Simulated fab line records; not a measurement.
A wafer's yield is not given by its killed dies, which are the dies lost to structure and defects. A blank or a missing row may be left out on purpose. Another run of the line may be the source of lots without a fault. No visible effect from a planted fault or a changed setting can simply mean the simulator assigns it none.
fab line records -- flow gf180mcu
[record] lots = 24, wafers = 72, last_day = 34
route steps=602 shown CONTACT@311 M1@330 M2@376 V3@431 M4@456
lots that met no fault: taken from a fault-free run of the same line
start_h: hours from the record's opening day to when the first of the lot's shown wafers began -- wait_h: hours elapsed since this lot's preceding step -- " identical to the entry in the row above -- L1.1+2: one row covering several wafers at once -- - no value, or no start given -- * or withheld: withheld -- < > ~ a bound
route shown NAME@n: names a module that has steps shown in the file, with the first one's number in the route -- usual: mean and standard deviation over wafers with no fault -- same: alike in all rows -- chamber/n: place in a boat -- sites: each site's reading -- _std_site: standard deviation of those values -- _edge_site: inner sites' mean taken away from outer sites' mean -- radius_mm: for every site, how far away it sits from the centre of the wafer -- mask NAME#n: copy n -- behind: the last tool/chamber to shape the wafer -- hold: what put the lot on hold/how long, in hours/how the hold closed -- device: whichever transistor did not switch (one of n, p or np) -- end of line: tests run on the same wafers once the route is complete -- for a step that has no rows: nothing shown but its recipe -- killed: count of dies lost to structure and defects at first sort (not the wafer's yield) -- map: shows each die of a wafer: x if killed, . if not, _ if none is there
set.NAME: the run value of the setting; set.NAME@STEP: its run value at that earlier step -- model.NAME: the simulator's own value behind a step, which no gauge read
the route's steps for a sample of lots (tables are steps, rows are wafers)
services: a tool's chamber out of use, with start hour (start_h, from the record's first day; less than 0 if before it), hours out, and reason
[[steps]]
[step GF_CONTACT_CVD_24]
[recipe] material = W, target_thk_nm = 300, time_s = 90.339, temp_c = 400, pressure_torr = 40
[usual] heater_power_w = 899/76
lot.wafer,tool,chamber,start_h,wait_h,heater_power_w
L074.2,cvd_w-01,0,362.59,0.0,857
L074.5,cvd_w-01,0,362.59,0.0,852
L074.6,cvd_w-01,1,362.59,0.0,968
L075.3,cvd_w-01,1,367.20,0.1,936
L075.4,cvd_w-01,0,367.20,0.1,830
L075.5,cvd_w-01,1,367.20,0.1,962
L076.2,cvd_w-01,1,377.82,0.0,938
L076.5,cvd_w-01,0,377.82,0.0,850
L076.6,cvd_w-01,1,377.82,0.0,943
L077.1,cvd_w-01,0,392.65,0.0,843
L077.2,cvd_w-01,1,392.65,0.0,947
L077.6,cvd_w-01,1,392.65,0.0,938
L078.1,cvd_w-01,0,397.46,0.0,852
L078.2,cvd_w-01,1,397.46,0.0,933
L078.3,cvd_w-01,1,397.46,0.0,962
L079.2,cvd_w-01,0,407.26,0.0,842
L079.5,cvd_w-01,1,407.26,0.0,929
L079.6,cvd_w-01,0,407.26,0.0,845
L080.1,cvd_w-02,0,420.01,0.0,1002
L080.3,cvd_w-02,0,420.01,0.0,1010
L080.4,cvd_w-02,1,420.01,0.0,781
L081.1,cvd_w-01,1,422.37,0.0,941
L081.4,cvd_w-01,1,422.37,0.0,938
L081.6,cvd_w-01,0,422.37,0.0,865
L082.3,cvd_w-02,1,437.39,0.1,768
L082.4,cvd_w-02,0,437.39,0.1,1026
L082.5,cvd_w-02,1,437.39,0.1,798
L083.1,cvd_w-01,1,444.96,0.0,955
L083.2,cvd_w-01,0,444.96,0.0,860
L083.4,cvd_w-01,1,444.96,0.0,931
L084.1,cvd_w-01,1,452.46,0.0,932
L084.3,cvd_w-01,1,452.46,0.0,961
L084.6,cvd_w-01,0,452.46,0.0,846
L085.3,cvd_w-01,0,462.54,0.1,855
L085.4,cvd_w-01,1,462.54,0.1,961
L085.5,cvd_w-01,1,462.54,0.1,952
L086.1,cvd_w-02,1,474.67,0.0,762
L086.2,cvd_w-02,0,474.67,0.0,1024
L086.6,cvd_w-02,0,474.67,0.0,997
L087.3,cvd_w-01,0,478.00,0.1,835
L087.4,cvd_w-01,1,478.00,0.1,964
L087.5,cvd_w-01,1,478.00,0.1,951
L088.1,cvd_w-01,0,482.96,0.0,817
L088.2,cvd_w-01,1,482.96,0.0,951
L088.6,cvd_w-01,0,482.96,0.0,835
L089.3,cvd_w-02,1,497.55,0.1,771
L089.4,cvd_w-02,0,497.55,0.1,1012
L089.5,cvd_w-02,1,497.55,0.1,793
L090.1,cvd_w-01,0,505.71,0.0,869
L090.3,cvd_w-01,1,505.71,0.0,947
L090.6,cvd_w-01,1,505.71,0.0,963
L091.1,cvd_w-01,0,511.16,0.0,860
L091.2,cvd_w-01,1,511.16,0.0,977
L091.5,cvd_w-01,0,511.16,0.0,861
L092.3,cvd_w-02,0,517.20,0.1,1006
L092.5,cvd_w-02,1,517.20,0.1,782
L092.6,cvd_w-02,0,517.20,0.1,1028
L093.1,cvd_w-01,1,526.26,0.0,938
L093.2,cvd_w-01,0,526.26,0.0,845
L093.5,cvd_w-01,0,526.26,0.0,853
L094.2,cvd_w-02,0,542.16,0.0,1020
L094.3,cvd_w-02,1,542.16,0.0,771
L094.6,cvd_w-02,0,542.16,0.0,1010
L095.2,cvd_w-01,1,542.20,0.0,964
L095.4,cvd_w-01,0,542.20,0.0,844
L095.5,cvd_w-01,1,542.20,0.0,948
L096.2,cvd_w-02,0,550.76,0.0,1007
L096.3,cvd_w-02,0,550.76,0.0,1021
L096.6,cvd_w-02,1,550.76,0.0,798
L097.2,cvd_w-01,0,554.46,0.0,849
L097.5,cvd_w-01,0,554.46,0.0,856
L097.6,cvd_w-01,1,554.46,0.0,973
[step GF_M1_OVL_MEAS_15]
[usual] M1_OVL = 2/5
lot.wafer,tool,chamber,start_h,wait_h,M1_OVL[nm]
L074.2,overlay-02,-,385.38,0.1,-1
L074.5,overlay-02,-,385.38,0.1,-2
L074.6,overlay-02,-,385.38,0.1,1
L075.3,overlay-01,-,390.26,0.1,3
L075.4,overlay-01,-,390.26,0.1,6
L075.5,overlay-01,-,390.26,0.1,9
L076.2,overlay-02,-,401.88,0.1,9
L076.5,overlay-02,-,401.88,0.1,6
L076.6,overlay-02,-,401.88,0.1,5
L077.1,overlay-02,-,417.13,0.1,6
L077.2,overlay-02,-,417.13,0.1,6
L077.6,overlay-02,-,417.13,0.1,2
L078.1,overlay-01,-,422.10,0.1,-7
L078.2,overlay-01,-,422.10,0.1,-1
L078.3,overlay-01,-,422.10,0.1,1
L079.2,overlay-01,-,431.48,0.1,4
L079.5,overlay-01,-,431.48,0.1,-6
L079.6,overlay-01,-,431.48,0.1,-5
L080.1,overlay-02,-,444.78,0.1,2
L080.3,overlay-02,-,444.78,0.1,-7
L080.4,overlay-02,-,444.78,0.1,-4
L081.1,overlay-02,-,447.62,0.1,5
L081.4,overlay-02,-,447.62,0.1,0
L081.6,overlay-02,-,447.62,0.1,5
L082.3,overlay-01,-,463.13,0.1,3
L082.4,overlay-01,-,463.13,0.1,5
L082.5,overlay-01,-,463.13,0.1,5
L083.1,overlay-02,-,470.40,0.1,4
L083.2,overlay-02,-,470.40,0.1,4
L083.4,overlay-02,-,470.40,0.1,8
L084.1,overlay-02,-,477.42,0.1,2
L084.3,overlay-02,-,477.42,0.1,-3
L084.6,overlay-02,-,477.42,0.1,0
L085.3,overlay-01,-,487.19,0.1,9
L085.4,overlay-01,-,487.19,0.1,8
L085.5,overlay-01,-,487.19,0.1,7
L086.1,overlay-01,-,499.63,0.1,-1
L086.2,overlay-01,-,499.63,0.1,-5
L086.6,overlay-01,-,499.63,0.1,-4
L087.3,overlay-01,-,503.03,0.1,-7
L087.4,overlay-01,-,503.03,0.1,-12
L087.5,overlay-01,-,503.03,0.1,7
L088.1,overlay-01,-,506.88,0.1,6
L088.2,overlay-01,-,506.88,0.1,7
L088.6,overlay-01,-,506.88,0.1,5
L089.3,overlay-01,-,522.11,0.1,2
L089.4,overlay-01,-,522.11,0.1,-7
L089.5,overlay-01,-,522.11,0.1,12
L090.1,overlay-01,-,529.76,0.1,-5
L090.3,overlay-01,-,529.76,0.1,-1
L090.6,overlay-01,-,529.76,0.1,6
L091.1,overlay-01,-,535.40,0.1,6
L091.2,overlay-01,-,535.40,0.1,3
L091.5,overlay-01,-,535.40,0.1,-2
L092.3,overlay-01,-,540.61,0.1,4
L092.5,overlay-01,-,540.61,0.1,3
L092.6,overlay-01,-,540.61,0.1,-1
L093.1,overlay-01,-,550.18,0.1,6
L093.2,overlay-01,-,550.18,0.1,10
L093.5,overlay-01,-,550.18,0.1,2
L094.2,overlay-02,-,565.80,0.1,2
L094.3,overlay-02,-,565.80,0.1,-3
L094.6,overlay-02,-,565.80,0.1,8
L095.2,overlay-02,-,566.04,0.1,6
L095.4,overlay-02,-,566.04,0.1,-9
L095.5,overlay-02,-,566.04,0.1,7
L096.2,overlay-01,-,573.30,0.1,-3
L096.3,overlay-01,-,573.30,0.1,4
L096.6,overlay-01,-,573.30,0.1,-4
L097.2,overlay-01,-,577.30,0.1,9
L097.5,overlay-01,-,577.30,0.1,0
L097.6,overlay-01,-,577.30,0.1,0
[step GF_M1_STRIP_17]
[recipe] chemistry = O2/N2, power_w = 1400, pressure_mtorr = 1500, platen_temp_c = 250, o2_flow_sccm = 3000, n2_flow_sccm = 300, overash_fraction = 0.5
[usual] drypump_motor_current_A = 5.5/0.45, heater_power_w = 320/15, oes_product_au = 0.559/0.0045, strip_time_to_endpoint_s = 7.91/0.036
lot.wafer,tool,chamber,start_h,wait_h,drypump_motor_current_A,heater_power_w,oes_product_au,rf_hours_counter_h,strip_time_to_endpoint_s
L074.2,plasma_asher-02,1,385.53,0.1,6.1,298,0.556,80,7.85
L074.5,plasma_asher-02,1,385.53,0.1,6.1,297,0.559,-,7.91
L074.6,plasma_asher-02,0,385.53,0.1,6.5,298,0.555,-,7.85
L075.3,plasma_asher-01,1,390.43,0.1,5.3,321,0.563,-,7.94
L075.4,plasma_asher-01,0,390.43,0.1,5.2,346,0.561,-,7.96
L075.5,plasma_asher-01,0,390.43,0.1,5.1,343,0.565,-,7.95
L076.2,plasma_asher-01,0,402.03,0.1,5.2,337,0.558,69,7.95
L076.5,plasma_asher-01,1,402.03,0.1,5.3,318,0.556,-,7.95
L076.6,plasma_asher-01,0,402.03,0.1,5.1,333,0.564,-,7.92
L077.1,plasma_asher-01,0,417.28,0.1,5.1,346,0.556,70,7.92
L077.2,plasma_asher-01,1,417.28,0.1,5.3,318,0.555,70,7.95
L077.6,plasma_asher-01,1,417.28,0.1,5.3,324,0.558,-,7.95
L078.1,plasma_asher-03,0,422.25,0.1,5.2,312,0.559,67,7.92
L078.2,plasma_asher-03,1,422.25,0.1,5.4,312,0.555,67,7.89
L078.3,plasma_asher-03,1,422.25,0.1,5.4,312,0.556,-,7.96
L079.2,plasma_asher-03,0,431.63,0.1,5.2,320,0.558,68,7.88
L079.5,plasma_asher-03,1,431.63,0.1,5.4,306,0.559,-,7.89
L079.6,plasma_asher-03,0,431.63,0.1,5.2,322,0.560,-,7.89
L080.1,plasma_asher-01,1,444.93,0.1,5.3,323,0.558,73,7.87
L080.3,plasma_asher-01,0,444.93,0.1,5.1,335,0.567,-,7.91
L080.4,plasma_asher-01,1,444.93,0.1,5.3,319,0.555,-,7.93
L081.1,plasma_asher-01,1,447.76,0.1,5.3,318,0.560,74,7.90
L081.4,plasma_asher-01,0,447.76,0.1,5.1,337,0.572,-,7.93
L081.6,plasma_asher-01,1,447.76,0.1,5.2,320,0.559,-,7.88
L082.3,plasma_asher-03,1,463.30,0.1,5.4,311,0.561,-,7.90
L082.4,plasma_asher-03,0,463.30,0.1,5.2,319,0.554,-,7.92
L082.5,plasma_asher-03,0,463.30,0.1,5.2,316,0.560,-,7.89
L083.1,plasma_asher-02,0,470.55,0.1,6.5,318,0.552,4,7.89
L083.2,plasma_asher-02,1,470.55,0.1,6.1,289,0.556,4,7.93
L083.4,plasma_asher-02,1,470.55,0.1,6.1,289,0.558,-,7.96
L084.1,plasma_asher-01,0,477.57,0.1,5.1,335,0.560,77,7.84
L084.3,plasma_asher-01,0,477.57,0.1,5.1,330,0.555,-,7.88
L084.6,plasma_asher-01,0,477.57,0.1,5.1,342,0.560,-,7.87
L085.3,plasma_asher-02,1,487.36,0.1,6.1,301,0.556,-,7.90
L085.4,plasma_asher-02,0,487.36,0.1,6.5,320,0.561,-,7.84
L085.5,plasma_asher-02,0,487.36,0.1,6.5,327,0.562,-,7.89
L086.1,plasma_asher-03,0,499.78,0.1,5.2,314,0.556,75,7.87
L086.2,plasma_asher-03,1,499.78,0.1,5.4,311,0.564,75,7.88
L086.6,plasma_asher-03,1,499.78,0.1,5.4,318,0.559,-,7.91
L087.3,plasma_asher-01,1,503.20,0.1,5.3,312,0.561,-,7.90
L087.4,plasma_asher-01,0,503.20,0.1,5.1,341,0.574,-,7.99
L087.5,plasma_asher-01,1,503.20,0.1,5.3,315,0.560,-,7.85
L088.1,plasma_asher-03,1,507.03,0.1,5.4,318,0.562,76,7.85
L088.2,plasma_asher-03,0,507.03,0.1,5.2,315,0.558,76,7.97
L088.6,plasma_asher-03,1,507.03,0.1,5.4,307,0.558,-,7.98
L089.3,plasma_asher-02,1,522.28,0.1,6.1,298,0.560,-,7.93
L089.4,plasma_asher-02,0,522.28,0.1,6.5,324,0.552,-,7.89
L089.5,plasma_asher-02,1,522.28,0.1,6.1,298,0.565,-,7.92
L090.1,plasma_asher-01,0,529.91,0.1,5.2,346,0.563,82,7.91
L090.3,plasma_asher-01,0,529.91,0.1,5.1,343,0.564,-,7.91
L090.6,plasma_asher-01,0,529.91,0.1,5.1,338,0.553,-,7.90
L091.1,plasma_asher-01,0,535.55,0.1,5.1,351,0.559,82,7.84
L091.2,plasma_asher-01,1,535.55,0.1,5.3,322,0.557,82,7.94
L091.5,plasma_asher-01,0,535.55,0.1,5.1,338,0.559,-,7.90
L092.3,plasma_asher-03,0,540.78,0.1,5.2,313,0.564,-,7.88
L092.5,plasma_asher-03,1,540.78,0.1,5.4,311,0.565,-,7.87
L092.6,plasma_asher-03,0,540.78,0.1,5.2,319,0.551,-,7.87
L093.1,plasma_asher-01,0,550.32,0.1,5.1,349,0.556,84,7.83
L093.2,plasma_asher-01,1,550.32,0.1,5.3,313,0.554,84,7.94
L093.5,plasma_asher-01,0,550.32,0.1,5.1,342,0.558,-,7.86
L094.2,plasma_asher-01,0,565.95,0.1,5.1,345,0.555,86,7.94
L094.3,plasma_asher-01,1,565.95,0.1,5.3,315,0.558,-,7.91
L094.6,plasma_asher-01,1,565.95,0.1,5.3,308,0.549,-,7.87
L095.2,plasma_asher-01,1,566.19,0.1,5.3,311,0.564,86,7.91
L095.4,plasma_asher-01,1,566.19,0.1,5.3,323,0.565,-,7.96
L095.5,plasma_asher-01,1,566.19,0.1,5.3,315,0.559,-,7.96
L096.2,plasma_asher-02,1,573.48,0.1,6.1,290,0.560,14,7.89
L096.3,plasma_asher-02,0,573.48,0.1,6.5,323,0.565,-,7.86
L096.6,plasma_asher-02,0,573.48,0.1,6.5,330,0.570,-,7.87
L097.2,plasma_asher-03,0,577.48,0.1,5.2,322,0.551,82,7.83
L097.5,plasma_asher-03,0,577.48,0.1,5.2,312,0.560,-,7.88
L097.6,plasma_asher-03,1,577.48,0.1,5.4,316,0.557,-,7.87
[step GF_M2_CD_MEAS_14]
[recipe] target_cd_nm = 280
[usual] cd_nm = 279.8/1.1
lot.wafer,tool,chamber,start_h,wait_h,cd_nm
L074.2,cd_sem-01,-,435.55,0.3,280.3
L074.5,cd_sem-01,-,435.55,0.3,280.1
L074.6,cd_sem-01,-,435.55,0.3,280.0
L075.3,cd_sem-02,-,440.47,0.1,282.0
L075.4,cd_sem-02,-,440.47,0.1,280.8
L075.5,cd_sem-02,-,440.47,0.1,282.5
L076.2,cd_sem-01,-,452.90,0.1,279.4
L076.5,cd_sem-01,-,452.90,0.1,279.9
L076.6,cd_sem-01,-,452.90,0.1,279.0
L077.1,cd_sem-01,-,468.46,0.1,278.5
L077.2,cd_sem-01,-,468.46,0.1,279.2
L077.6,cd_sem-01,-,468.46,0.1,278.2
L078.1,cd_sem-01,-,474.29,0.1,279.8
L078.2,cd_sem-01,-,474.29,0.1,280.1
L078.3,cd_sem-01,-,474.29,0.1,279.8
L079.2,cd_sem-01,-,482.61,0.1,279.4
L079.5,cd_sem-01,-,482.61,0.1,279.5
L079.6,cd_sem-01,-,482.61,0.1,282.1
L080.1,cd_sem-02,-,495.91,0.1,280.8
L080.3,cd_sem-02,-,495.91,0.1,280.6
L080.4,cd_sem-02,-,495.91,0.1,281.3
L081.1,cd_sem-02,-,499.16,0.1,280.9
L081.4,cd_sem-02,-,499.16,0.1,279.7
L081.6,cd_sem-02,-,499.16,0.1,280.2
L082.3,cd_sem-02,-,514.45,0.1,279.7
L082.4,cd_sem-02,-,514.45,0.1,279.7
L082.5,cd_sem-02,-,514.45,0.1,279.6
L083.1,cd_sem-02,-,521.46,0.1,280.7
L083.2,cd_sem-02,-,521.46,0.1,279.7
L083.4,cd_sem-02,-,521.46,0.1,278.3
L084.1,cd_sem-01,-,528.03,0.1,282.5
L084.3,cd_sem-01,-,528.03,0.1,280.6
L084.6,cd_sem-01,-,528.03,0.1,282.6
L085.3,cd_sem-01,-,536.62,0.1,278.3
L085.4,cd_sem-01,-,536.62,0.1,278.5
L085.5,cd_sem-01,-,536.62,0.1,277.8
L086.1,cd_sem-02,-,548.06,0.1,279.5
L086.2,cd_sem-02,-,548.06,0.1,280.0
L086.6,cd_sem-02,-,548.06,0.1,280.0
L087.3,cd_sem-02,-,551.17,0.1,278.2
L087.4,cd_sem-02,-,551.17,0.1,278.8
L087.5,cd_sem-02,-,551.17,0.1,280.3
L088.1,cd_sem-02,-,555.83,0.1,278.4
L088.2,cd_sem-02,-,555.83,0.1,279.0
L088.6,cd_sem-02,-,555.83,0.1,278.5
L089.3,cd_sem-01,-,570.68,0.1,279.8
L089.4,cd_sem-01,-,570.68,0.1,279.3
L089.5,cd_sem-01,-,570.68,0.1,278.2
L090.1,cd_sem-01,-,576.44,0.1,281.3
L090.3,cd_sem-01,-,576.44,0.1,280.6
L090.6,cd_sem-01,-,576.44,0.1,280.6
L091.1,cd_sem-01,-,581.96,0.1,279.5
L091.2,cd_sem-01,-,581.96,0.1,277.6
L091.5,cd_sem-01,-,581.96,0.1,279.5
L092.3,cd_sem-01,-,588.20,0.1,279.6
L092.5,cd_sem-01,-,588.20,0.1,278.9
L092.6,cd_sem-01,-,588.20,0.1,278.8
L093.1,cd_sem-01,-,596.06,0.1,279.5
L093.2,cd_sem-01,-,596.06,0.1,280.5
L093.5,cd_sem-01,-,596.06,0.1,280.1
L094.2,cd_sem-01,-,610.98,0.1,280.6
L094.3,cd_sem-01,-,610.98,0.1,280.8
L094.6,cd_sem-01,-,610.98,0.1,281.7
L095.2,cd_sem-02,-,611.93,0.1,280.2
L095.4,cd_sem-02,-,611.93,0.1,279.3
L095.5,cd_sem-02,-,611.93,0.1,279.8
L096.2,cd_sem-01,-,621.03,0.1,278.6
L096.3,cd_sem-01,-,621.03,0.1,279.0
L096.6,cd_sem-01,-,621.03,0.1,278.8
L097.2,cd_sem-01,-,623.35,0.1,277.9
L097.5,cd_sem-01,-,623.35,0.1,278.1
L097.6,cd_sem-01,-,623.35,0.1,277.5
[step GF_V3_CVD_02]
[recipe] material = SiO2, target_thk_nm = 850, precursor = TEOS, temp_c = 400, time_s = 94.851, rf_w = 600
[usual] heater_power_w = 693/100
lot.wafer,tool,chamber,start_h,wait_h,heater_power_w
L074.2,pecvd-04,1,487.35,0.0,776
L074.5,pecvd-04,0,487.35,0.0,851
L074.6,pecvd-04,2,487.35,0.0,689
L075.3,pecvd-02,0,493.02,0.0,660
L075.4,pecvd-02,0,493.02,0.0,742
L075.5,pecvd-02,1,493.02,0.0,624
L076.2,pecvd-04,2,505.12,0.0,576
L076.5,pecvd-04,0,505.12,0.0,831
L076.6,pecvd-04,2,505.12,0.0,631
L077.1,pecvd-02,0,520.22,0.1,660
L077.2,pecvd-02,1,520.22,0.1,667
L077.6,pecvd-02,2,520.22,0.1,665
L078.1,pecvd-02,0,526.13,0.1,754
L078.2,pecvd-02,1,526.13,0.1,654
L078.3,pecvd-02,2,526.13,0.1,595
L079.2,pecvd-01,0,533.16,0.0,904
L079.5,pecvd-01,2,533.16,0.0,555
L079.6,pecvd-01,0,533.16,0.0,944
L080.1,pecvd-02,1,547.05,0.1,603
L080.3,pecvd-02,2,547.05,0.1,628
L080.4,pecvd-02,2,547.05,0.1,672
L081.1,pecvd-02,1,548.29,0.1,586
L081.4,pecvd-02,0,548.29,0.1,646
L081.6,pecvd-02,1,548.29,0.1,622
L082.3,pecvd-02,1,564.40,0.0,649
L082.4,pecvd-02,1,564.40,0.0,671
L082.5,pecvd-02,0,564.40,0.0,785
L083.1,pecvd-04,2,570.44,0.1,684
L083.2,pecvd-04,1,570.44,0.1,831
L083.4,pecvd-04,1,570.44,0.1,634
L084.1,pecvd-01,2,576.21,0.1,702
L084.3,pecvd-01,0,576.21,0.1,758
L084.6,pecvd-01,0,576.21,0.1,853
L085.3,pecvd-02,2,585.58,0.0,672
L085.4,pecvd-02,0,585.58,0.0,782
L085.5,pecvd-02,2,585.58,0.0,553
L086.1,pecvd-01,0,596.11,0.1,802
L086.2,pecvd-01,1,596.11,0.1,615
L086.6,pecvd-01,1,596.11,0.1,492
L087.3,pecvd-02,2,598.39,0.0,686
L087.4,pecvd-02,1,598.39,0.0,537
L087.5,pecvd-02,0,598.39,0.0,798
L088.1,pecvd-04,1,603.26,0.1,695
L088.2,pecvd-04,2,603.26,0.1,615
L088.6,pecvd-04,1,603.26,0.1,742
L089.3,pecvd-01,1,617.22,0.0,532
L089.4,pecvd-01,2,617.22,0.0,672
L089.5,pecvd-01,0,617.22,0.0,931
L090.1,pecvd-01,0,623.54,0.1,938
L090.3,pecvd-01,2,623.54,0.1,657
L090.6,pecvd-01,0,623.54,0.1,740
L091.1,pecvd-01,0,627.99,0.1,831
L091.2,pecvd-01,2,627.99,0.1,712
L091.5,pecvd-01,1,627.99,0.1,618
L092.3,pecvd-04,0,632.04,0.0,870
L092.5,pecvd-04,0,632.04,0.0,702
L092.6,pecvd-04,1,632.04,0.0,802
L093.1,pecvd-02,2,643.35,0.1,554
L093.2,pecvd-02,1,643.35,0.1,620
L093.5,pecvd-02,2,643.35,0.1,627
L094.2,pecvd-01,1,654.61,0.0,635
L094.3,pecvd-01,2,654.61,0.0,689
L094.6,pecvd-01,1,654.61,0.0,507
L095.2,pecvd-04,1,655.64,0.0,776
L095.4,pecvd-04,1,655.64,0.0,658
L095.5,pecvd-04,2,655.64,0.0,687
L096.2,pecvd-01,1,664.84,0.0,539
L096.3,pecvd-01,2,664.84,0.0,639
L096.6,pecvd-01,1,664.84,0.0,587
L097.2,pecvd-04,1,666.41,0.0,708
L097.5,pecvd-04,2,666.41,0.0,692
L097.6,pecvd-04,1,666.41,0.0,729
[step GF_M4_SPUTTER_00]
[recipe] material = Ti, target_thk_nm = 37.5, arriving_ion_energy_ev = 80, substrate_temp_c = 200, chamber_pressure_pa = 2, power_w = 4000, time_s = 150
[usual] throttle_valve_pct = 30.1/1.1
lot.wafer,tool,chamber,start_h,wait_h,throttle_valve_pct
L074.2,pvd_sputter-04,-,512.62,0.2,29.2
L074.5,pvd_sputter-04,-,512.62,0.2,29.5
L074.6,pvd_sputter-04,-,512.62,0.2,29.2
L075.3,pvd_sputter-04,-,518.06,0.1,30.9
L075.4,pvd_sputter-04,-,518.06,0.1,29.2
L075.5,pvd_sputter-04,-,518.06,0.1,30.9
L076.2,pvd_sputter-03,-,529.77,0.2,28.4
L076.5,pvd_sputter-03,-,529.77,0.2,31.5
L076.6,pvd_sputter-03,-,529.77,0.2,31.2
L077.1,pvd_sputter-04,-,545.04,0.2,29.7
L077.2,pvd_sputter-04,-,545.04,0.2,29.1
L077.6,pvd_sputter-04,-,545.04,0.2,30.1
L078.1,pvd_sputter-03,-,550.53,0.1,28.2
L078.2,pvd_sputter-03,-,550.53,0.1,31.6
L078.3,pvd_sputter-03,-,550.53,0.1,29.2
L079.2,pvd_sputter-03,-,557.80,0.1,29.2
L079.5,pvd_sputter-03,-,557.80,0.1,29.4
L079.6,pvd_sputter-03,-,557.80,0.1,31.3
L080.1,pvd_sputter-03,-,571.79,0.2,29.1
L080.3,pvd_sputter-03,-,571.79,0.2,31.0
L080.4,pvd_sputter-03,-,571.79,0.2,28.0
L081.1,pvd_sputter-03,-,572.52,0.1,31.6
L081.4,pvd_sputter-03,-,572.52,0.1,29.5
L081.6,pvd_sputter-03,-,572.52,0.1,28.5
L082.3,pvd_sputter-04,-,588.01,0.1,30.4
L082.4,pvd_sputter-04,-,588.01,0.1,29.4
L082.5,pvd_sputter-04,-,588.01,0.1,31.1
L083.1,pvd_sputter-04,-,594.03,0.2,29.4
L083.2,pvd_sputter-04,-,594.03,0.2,30.4
L083.4,pvd_sputter-04,-,594.03,0.2,30.8
L084.1,pvd_sputter-02,-,601.06,0.2,29.6
L084.3,pvd_sputter-02,-,601.06,0.2,31.8
L084.6,pvd_sputter-02,-,601.06,0.2,31.6
L085.3,pvd_sputter-03,-,608.70,0.1,31.3
L085.4,pvd_sputter-03,-,608.70,0.1,28.3
L085.5,pvd_sputter-03,-,608.70,0.1,28.2
L086.1,pvd_sputter-02,-,621.39,0.2,29.0
L086.2,pvd_sputter-02,-,621.39,0.2,30.5
L086.6,pvd_sputter-02,-,621.39,0.2,30.5
L087.3,pvd_sputter-03,-,623.06,0.2,31.6
L087.4,pvd_sputter-03,-,623.06,0.2,29.2
L087.5,pvd_sputter-03,-,623.06,0.2,28.1
L088.1,pvd_sputter-04,-,626.67,0.1,30.4
L088.2,pvd_sputter-04,-,626.67,0.1,30.9
L088.6,pvd_sputter-04,-,626.67,0.1,30.3
L089.3,pvd_sputter-03,-,639.46,0.2,31.6
L089.4,pvd_sputter-03,-,639.46,0.2,28.3
L089.5,pvd_sputter-03,-,639.46,0.2,31.4
L090.1,pvd_sputter-04,-,645.69,0.2,30.6
L090.3,pvd_sputter-04,-,645.69,0.2,29.3
L090.6,pvd_sputter-04,-,645.69,0.2,29.1
L091.1,pvd_sputter-03,-,650.28,0.2,29.3
L091.2,pvd_sputter-03,-,650.28,0.2,31.7
L091.5,pvd_sputter-03,-,650.28,0.2,29.0
L092.3,pvd_sputter-02,-,653.97,0.1,30.6
L092.5,pvd_sputter-02,-,653.97,0.1,29.4
L092.6,pvd_sputter-02,-,653.97,0.1,30.5
L093.1,pvd_sputter-03,-,665.20,0.1,30.9
L093.2,pvd_sputter-03,-,665.20,0.1,31.5
L093.5,pvd_sputter-03,-,665.20,0.1,28.5
L094.2,pvd_sputter-02,-,675.85,0.1,29.3
L094.3,pvd_sputter-02,-,675.85,0.1,30.5
L094.6,pvd_sputter-02,-,675.85,0.1,30.6
L095.2,pvd_sputter-04,-,677.12,0.2,31.0
L095.4,pvd_sputter-04,-,677.12,0.2,29.4
L095.5,pvd_sputter-04,-,677.12,0.2,30.9
L096.2,pvd_sputter-03,-,686.47,0.2,31.1
L096.3,pvd_sputter-03,-,686.47,0.2,31.4
L096.6,pvd_sputter-03,-,686.47,0.2,31.5
L097.2,pvd_sputter-04,-,687.51,0.2,30.3
L097.5,pvd_sputter-04,-,687.51,0.2,31.2
L097.6,pvd_sputter-04,-,687.51,0.2,30.3
[[services]]
tool,chamber,start_h,hours,kind
pvd_sputter-03,-,357.40,3.0,repair
pecvd-02,1,366.73,2.2,repair
pecvd-04,-,368.88,14.0,pm
plasma_asher-01,-,371.61,14.6,pm
pvd_sputter-04,-,380.46,0.7,repair
plasma_asher-01,-,387.41,2.8,pm
cvd_w-02,-,390.00,14.0,pm
pecvd-04,-,392.40,2.8,pm
pvd_sputter-04,-,417.04,0.9,repair
pecvd-04,-,437.44,1.7,repair
cvd_w-02,-,441.92,3.8,pm
pecvd-01,-,448.43,1.1,repair
cvd_w-02,0,464.69,1.9,repair
pecvd-02,-,493.83,0.6,repair
plasma_asher-03,-,502.80,1.2,repair
plasma_asher-01,-,509.49,2.5,repair
pecvd-02,-,553.71,1.4,repair
cvd_w-01,-,568.09,1.0,repair
pecvd-02,2,579.12,3.6,repair
cvd_w-01,1,614.98,2.8,repair
cvd_w-01,-,641.00,2.4,repair
pecvd-02,0,651.85,1.8,repair
cvd_w-01,-,663.92,2.8,pm
cvd_w-01,0,681.05,13.8,repair
[[key]]
fault none
